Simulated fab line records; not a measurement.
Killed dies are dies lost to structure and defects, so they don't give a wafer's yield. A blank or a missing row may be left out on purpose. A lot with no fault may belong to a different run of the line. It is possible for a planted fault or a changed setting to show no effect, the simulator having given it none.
Which of the tools did it? || flow sky130 || Sampling: 13 lots, 39 wafers, 5 of 708 route steps

## WHAT EACH GAUGE READ, for each wafer
SKY_FIELD_ISO_CD_MEAS_13: the cd target is 150 nm.
{"lot": "L948", "measured": "day 2 03:31", "on": "cd-sem-02", "cd-nm (nm)": "150.4 152.8 151.8"}
{"lot": "L950", "measured": "day 2 14:32", "on": "cd-sem-01", "cd-nm (nm)": "147.1 146.7 146.0"}
{"lot": "L953", "measured": "day 3 06:41", "on": "cd-sem-02", "cd-nm (nm)": "151.2 151.1 149.9"}
{"lot": "L954", "measured": "day 3 11:44", "on": "cd-sem-02", "cd-nm (nm)": "146.9 148.0 147.9"}
{"lot": "L955", "measured": "day 3 17:35", "on": "cd-sem-01", "cd-nm (nm)": "151.0 149.6 150.6"}
{"lot": "L957", "measured": "day 4 03:35", "on": "cd-sem-01", "cd-nm (nm)": "148.7 150.5 150.0"}
{"lot": "L958", "measured": "day 4 09:29", "on": "cd-sem-01", "cd-nm (nm)": "148.0 148.6 150.0"}
{"lot": "L959", "measured": "day 4 13:37", "on": "cd-sem-01", "cd-nm (nm)": "149.3 151.4 151.0"}
{"lot": "L963", "measured": "day 5 12:14", "on": "cd-sem-01", "cd-nm (nm)": "150.7 152.2 151.6"}
{"lot": "L968", "measured": "day 6 13:11", "on": "cd-sem-02", "cd-nm (nm)": "151.1 152.2 150.7"}
{"lot": "L969", "measured": "day 6 18:38", "on": "cd-sem-02", "cd-nm (nm)": "150.4 150.7 151.3"}
{"lot": "L970", "measured": "day 6 22:52", "on": "cd-sem-02", "cd-nm (nm)": "148.8 149.4 150.4"}
{"lot": "L971", "measured": "day 7 03:47", "on": "cd-sem-02", "cd-nm (nm)": "149.7 149.3 149.7"}

SKY_PWDE_OVL_MEAS_07.
{"lot": "L948", "measured": "day 3 18:17", "on": "overlay-01", "PWDE_OVL (nm)": "-1.0 -0.6 1.3"}
{"lot": "L950", "measured": "day 4 05:41", "on": "overlay-02", "PWDE_OVL (nm)": "1.6 -0.9 2.3"}
{"lot": "L953", "measured": "day 4 23:53", "on": "overlay-02", "PWDE_OVL (nm)": "-0.2 0.9 -0.8"}
{"lot": "L954", "measured": "day 5 05:59", "on": "overlay-02", "PWDE_OVL (nm)": "0.0 -0.9 -2.2"}
{"lot": "L955", "measured": "day 5 11:26", "on": "overlay-02", "PWDE_OVL (nm)": "0.0 -0.6 0.4"}
{"lot": "L957", "measured": "day 5 21:34", "on": "overlay-01", "PWDE_OVL (nm)": "0.0 1.0 2.3"}
{"lot": "L958", "measured": "day 6 08:50", "on": "overlay-01", "PWDE_OVL (nm)": "-1.4 -1.2 0.1"}
{"lot": "L959", "measured": "day 6 18:41", "on": "overlay-02", "PWDE_OVL (nm)": "-3.4 -3.6 -1.7"}
{"lot": "L963", "measured": "day 7 09:44", "on": "overlay-02", "PWDE_OVL (nm)": "-0.4 1.1 -0.3"}
{"lot": "L968", "measured": "day 8 11:51", "on": "overlay-01", "PWDE_OVL (nm)": "-1.6 -1.1 -0.7"}
{"lot": "L969", "measured": "day 8 20:05", "on": "overlay-02", "PWDE_OVL (nm)": "1.9 1.7 1.7"}
{"lot": "L970", "measured": "day 9 04:47", "on": "overlay-02", "PWDE_OVL (nm)": "-0.2 0.1 0.6"}
{"lot": "L971", "measured": "day 9 05:06", "on": "overlay-02", "PWDE_OVL (nm)": "0.6 0.2 0.4"}

SKY_VT_ADJUST_LVTN_TW_MEAS_21.
{"lot": "L948", "measured": "day 7 14:53", "on": "film-metro-04", "VT_ADJUST_LVTN_2_TW": "188.2 188.2 188.2"}
{"lot": "L950", "measured": "day 8 04:41", "on": "film-metro-03", "VT_ADJUST_LVTN_2_TW": "187.5 186.4 187.7"}
{"lot": "L953", "measured": "day 9 02:47", "on": "film-metro-04", "VT_ADJUST_LVTN_2_TW": "189.0 189.5 189.1"}
{"lot": "L954", "measured": "day 9 11:50", "on": "film-metro-03", "VT_ADJUST_LVTN_2_TW": "188.1 186.9 188.2"}
{"lot": "L955", "measured": "day 9 18:43", "on": "film-metro-01", "VT_ADJUST_LVTN_2_TW": "188.0 187.8 187.5"}
{"lot": "L957", "measured": "day 10 05:41", "on": "film-metro-01", "VT_ADJUST_LVTN_2_TW": "187.8 189.0 188.2"}
{"lot": "L958", "measured": "day 10 18:50", "on": "film-metro-04", "VT_ADJUST_LVTN_2_TW": "167.6 167.6 167.1"}
{"lot": "L959", "measured": "day 11 06:48", "on": "film-metro-03", "VT_ADJUST_LVTN_2_TW": "166.1 164.6 166.1"}
{"lot": "L963", "measured": "day 12 02:29", "on": "film-metro-04", "VT_ADJUST_LVTN_2_TW": "189.7 189.6 190.4"}
{"lot": "L968", "measured": "day 13 13:11", "on": "film-metro-03", "VT_ADJUST_LVTN_2_TW": "184.9 184.4 185.0"}
{"lot": "L969", "measured": "day 13 20:09", "on": "film-metro-03", "VT_ADJUST_LVTN_2_TW": "185.6 184.6 184.8"}
{"lot": "L970", "measured": "day 14 06:49", "on": "film-metro-03", "VT_ADJUST_LVTN_2_TW": "185.3 186.2 186.3"}
{"lot": "L971", "measured": "day 14 07:28", "on": "film-metro-01", "VT_ADJUST_LVTN_2_TW": "188.2 187.1 187.8"}

SKY_VT_ADJUST_HVTR_TW_MEAS_11.
{"lot": "L948", "measured": "day 9 10:52", "on": "film-metro-02", "VT_ADJUST_HVTR_TW": "214.4 213.4 212.9"}
{"lot": "L950", "measured": "day 10 00:02", "on": "film-metro-03", "VT_ADJUST_HVTR_TW": "207.3 207.9 209.6"}
{"lot": "L953", "measured": "day 10 23:48", "on": "film-metro-03", "VT_ADJUST_HVTR_TW": "208.0 208.7 208.9"}
{"lot": "L954", "measured": "day 11 09:53", "on": "film-metro-02", "VT_ADJUST_HVTR_TW": "214.7 215.1 215.0"}
{"lot": "L955", "measured": "day 11 16:21", "on": "film-metro-02", "VT_ADJUST_HVTR_TW": "213.9 214.5 214.9"}
{"lot": "L957", "measured": "day 12 05:12", "on": "film-metro-03", "VT_ADJUST_HVTR_TW": "207.8 206.9 208.5"}
{"lot": "L958", "measured": "day 12 19:38", "on": "film-metro-03", "VT_ADJUST_HVTR_TW": "208.1 206.7 208.2"}
{"lot": "L959", "measured": "day 13 09:57", "on": "film-metro-04", "VT_ADJUST_HVTR_TW": "211.9 211.4 212.3"}
{"lot": "L963", "measured": "day 14 05:38", "on": "film-metro-04", "VT_ADJUST_HVTR_TW": "212.8 212.4 212.4"}
{"lot": "L968", "measured": "day 15 18:57", "on": "film-metro-03", "VT_ADJUST_HVTR_TW": "208.9 207.7 208.2"}
{"lot": "L969", "measured": "day 16 03:00", "on": "film-metro-03", "VT_ADJUST_HVTR_TW": "207.0 207.4 207.7"}
{"lot": "L970", "measured": "day 16 13:33", "on": "film-metro-03", "VT_ADJUST_HVTR_TW": "207.2 207.9 206.2"}
{"lot": "L971", "measured": "day 16 14:34", "on": "film-metro-03", "VT_ADJUST_HVTR_TW": "207.3 206.4 206.9"}

## EACH LOT AND THE TOOL THAT RAN IT (in order: tool; ch and the chambers of the sampled wafers; start)
{"lot": "L948", "SKY_VT_ADJUST_LVTN_IMPLANT_19": "implanter-01 ch 0, day 7 14:39"}
{"lot": "L950", "SKY_VT_ADJUST_LVTN_IMPLANT_19": "implanter-01 ch 0, day 8 04:26"}
{"lot": "L953", "SKY_VT_ADJUST_LVTN_IMPLANT_19": "implanter-02 ch 0, day 9 02:32"}
{"lot": "L954", "SKY_VT_ADJUST_LVTN_IMPLANT_19": "implanter-01 ch 0, day 9 11:35"}
{"lot": "L955", "SKY_VT_ADJUST_LVTN_IMPLANT_19": "implanter-02 ch 0, day 9 18:28"}
{"lot": "L957", "SKY_VT_ADJUST_LVTN_IMPLANT_19": "implanter-04 ch 0, day 10 05:26"}
{"lot": "L958", "SKY_VT_ADJUST_LVTN_IMPLANT_19": "implanter-04 ch 0, day 10 18:35"}
{"lot": "L959", "SKY_VT_ADJUST_LVTN_IMPLANT_19": "implanter-04 ch 0, day 11 06:35"}
{"lot": "L963", "SKY_VT_ADJUST_LVTN_IMPLANT_19": "implanter-01 ch 0, day 12 02:14"}
{"lot": "L968", "SKY_VT_ADJUST_LVTN_IMPLANT_19": "implanter-01 ch 0, day 13 12:58"}
{"lot": "L969", "SKY_VT_ADJUST_LVTN_IMPLANT_19": "implanter-04 ch 0, day 13 19:56"}
{"lot": "L970", "SKY_VT_ADJUST_LVTN_IMPLANT_19": "implanter-02 ch 0, day 14 06:34"}
{"lot": "L971", "SKY_VT_ADJUST_LVTN_IMPLANT_19": "implanter-04 ch 0, day 14 07:14"}
- SKY_VT_ADJUST_LVTN_IMPLANT_19

## AS READ BY THE TOOLS THEMSELVES (means over the sampled wafers that have a number; for cases with no such wafer, the mark the record gives instead)
SKY_VT_ADJUST_LVTN_IMPLANT_19.
{"lot": "L948", "tool": "implanter-01", "beam-on-s (s)": 10.04, "dose-ions-cm2": 6.5e+11, "faraday-current-uA": 3.66}
{"lot": "L950", "tool": "implanter-01", "beam-on-s (s)": 10.05, "dose-ions-cm2": 6.5e+11, "faraday-current-uA": 3.63}
{"lot": "L953", "tool": "implanter-02", "beam-on-s (s)": 10.02, "dose-ions-cm2": 6.5e+11, "faraday-current-uA": 3.66}
{"lot": "L954", "tool": "implanter-01", "beam-on-s (s)": 10.06, "dose-ions-cm2": 6.5e+11, "faraday-current-uA": 3.64}
{"lot": "L955", "tool": "implanter-02", "beam-on-s (s)": 9.90, "dose-ions-cm2": 6.5e+11, "faraday-current-uA": 3.71}
{"lot": "L957", "tool": "implanter-04", "beam-on-s (s)": 9.93, "dose-ions-cm2": 6.5e+11, "faraday-current-uA": 3.69}
{"lot": "L958", "tool": "implanter-04", "beam-on-s (s)": 9.98, "dose-ions-cm2": 4.3e+11, "faraday-current-uA": 2.41}
{"lot": "L959", "tool": "implanter-04", "beam-on-s (s)": 10.14, "dose-ions-cm2": 4.3e+11, "faraday-current-uA": 2.37}
{"lot": "L963", "tool": "implanter-01", "beam-on-s (s)": 10.11, "dose-ions-cm2": 6.5e+11, "faraday-current-uA": 3.62}
{"lot": "L968", "tool": "implanter-01", "beam-on-s (s)": 10.20, "dose-ions-cm2": 6.5e+11, "faraday-current-uA": 3.59}
{"lot": "L969", "tool": "implanter-04", "beam-on-s (s)": 10.05, "dose-ions-cm2": 6.5e+11, "faraday-current-uA": 3.65}
{"lot": "L970", "tool": "implanter-02", "beam-on-s (s)": 10.04, "dose-ions-cm2": 6.5e+11, "faraday-current-uA": 3.65}
{"lot": "L971", "tool": "implanter-04", "beam-on-s (s)": 10.00, "dose-ions-cm2": 6.5e+11, "faraday-current-uA": 3.67}

## THE ANSWER, worked out from the rows above alone
Rule: usual is defined by the lots themselves. The widest of any qualifying gaps counts: lots, ordered by their means at a reading, are off when they make up no more than a third of the lots, leave a main group of 4 or more, and stand apart from it by 3 or more times the standard deviation of that group's means. If all means in a main group match to the digits the tables above print for the reading, that group is not used. Also off: a lot with no number at a reading for which 4 or more lots have one. All remaining lots with rows at the step are treated as sound. After the gauges, taken in route order, come the tools' own readings; for these a lot's mean is taken, as printed above. At the first step where some lot is off, the reading lying furthest off is the one used; lots without a number count as furthest.
Off: L958, L959, at SKY_VT_ADJUST_LVTN_TW_MEAS_21 (VT_ADJUST_LVTN_2_TW). Main group: mean 187.4, sd 1.5.
A tool fits if, at a process step before that reading, it ran every lot that is off, and no sound lot after the first of them. Not tried: the gauges at SKY_VT_ADJUST_LVTN_TW_MEAS_21; whatever is off there is also off at SKY_VT_ADJUST_LVTN_IMPLANT_19, on other tools, and gauge error can't account for it. None of those tried fits.

## WHAT HAD BEEN PUT IN BY THE SIMULATOR
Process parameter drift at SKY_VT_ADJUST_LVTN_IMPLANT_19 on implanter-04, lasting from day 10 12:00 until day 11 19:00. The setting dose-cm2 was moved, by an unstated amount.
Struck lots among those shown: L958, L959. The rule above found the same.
